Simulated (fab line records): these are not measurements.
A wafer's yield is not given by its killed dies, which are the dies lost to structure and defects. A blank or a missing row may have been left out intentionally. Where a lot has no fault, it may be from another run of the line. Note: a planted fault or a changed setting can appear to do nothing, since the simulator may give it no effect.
Comparing a struck lot with a sound one | flow gf180mcu | 15 steps out of a route of 602
Sound: the wafers L221.3, L221.5, L221.6. Struck: wafer L216.6. (L216.2, L216.5 of the same lot were not struck and are left out.) The cause comes at the end.
Each step with rows lists, per side, the tool, then ch with its chambers, then its first start. Under that, the readings that differ: sound wafers | struck wafers | difference of the means | sigmas: that difference in standard deviations of wafers without a fault.
alike: readings with means less than 2 such deviations apart, plus words and numbers identical on both sides. not compared: withheld readings, readings lacking a value on some wafer, bounds such as >300 that could conceal the same value, and numbers that have no deviation in the record and whose values overlap.
Wherever a step has rows on one side only, a row that says differs or no value, or a row with sigmas, the two part there. When numbers do not overlap yet have no deviation, they are printed without sigmas and do not part them. Lack of a reading on every wafer of one side parts them only where that side has two or more wafers.

GF_TOP_METAL_SPUTTER_04: material TiN, target thk 25 nm, time 20.8 s.
  struck on pvdSputter-02, day 31 11:55; sound on pvdSputter-04, day 33 01:00
  alike: cathodeDcPowerW, throttleValvePct
GF_TOP_METAL_RS_MEAS_05: the measuring method here is four-point-probe.
  struck on filmMetro-04, day 31 11:58; sound on filmMetro-01, day 33 01:04
  alike: TOP_METAL_ALCU_RS
GF_TOP_METAL_THK_MEAS_06: measures by xrf.
  struck on filmMetro-04, day 31 12:05; sound on filmMetro-01, day 33 01:10
  alike: TOP_METAL_ALCU_THK
then, 7 steps without rows for these wafers: GF_TOP_METAL_DEHYDRATE_07 (time 60 s); GF_TOP_METAL_HMDS_08 (prime time 60 s); GF_TOP_METAL_COAT_09 (resist thk 1500 nm); GF_TOP_METAL_SOFTBAKE_10 (time 60 s); GF_TOP_METAL_EXPOSE_11 (exposes mask MetalTop, target cd 440 nm); GF_TOP_METAL_PEB_12; GF_TOP_METAL_DEVELOP_13 (develop time 60 s).
GF_TOP_METAL_CD_MEAS_14 targets a cd of 440 nm.
  struck on cdSem-02, day 32 04:43; sound on cdSem-01, day 33 17:19
  alike: cdNm
GF_TOP_METAL_OVL_MEAS_15:
  struck on overlay-02, day 32 04:49; sound on overlay-02, day 33 17:25
  alike: TOP_METAL_OVL
GF_TOP_METAL_METAL_ETCH_16: etches the open film in Cl2/BCl3, stops on SiO2, target depth 1077.5 nm, time 179.6 s.
  sound on rieMetal-03 ch 0,1, day 33 17:29; struck on rieMetal-01 ch 0, day 32 04:51
reading                      | sound             | struck | difference | sigmas
chamberPressureMTorr (mTorr) | 8.006 7.988 8.010 | 9.596  | +1.595     | +99 or more
  alike: drypumpMotorCurrentA, oesProductAu, throttleValvePct
  not compared: rfHoursCounterH, model.NOVOLAK_of_TOP_METAL_COAT_09.thkNm
GF_TOP_METAL_STRIP_17: strips in O2/N2.
  sound on plasmaAsher-04 ch 0,1, day 33 17:38; struck on plasmaAsher-03 ch 1, day 32 05:01
reading          | sound       | struck | difference | sigmas
heaterPowerW (W) | 309 278 310 | 373    | +74        | +2
  alike: drypumpMotorCurrentA, oesProductAu, stripTimeToEndpointS
  not compared: rfHoursCounterH
GF_PASSIVATION_PROBE_99:
  sound wafers here have rows in the record (prober-02, day 34 11:28); struck ones have none

## WHERE THEY PART
Last at GF_PASSIVATION_PROBE_99 as far as this record goes, first at GF_TOP_METAL_METAL_ETCH_16.

WHY: what the simulator had put in
rieMetal-01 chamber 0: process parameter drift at GF_TOP_METAL_METAL_ETCH_16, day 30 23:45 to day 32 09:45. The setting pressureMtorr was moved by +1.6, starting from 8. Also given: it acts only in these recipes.
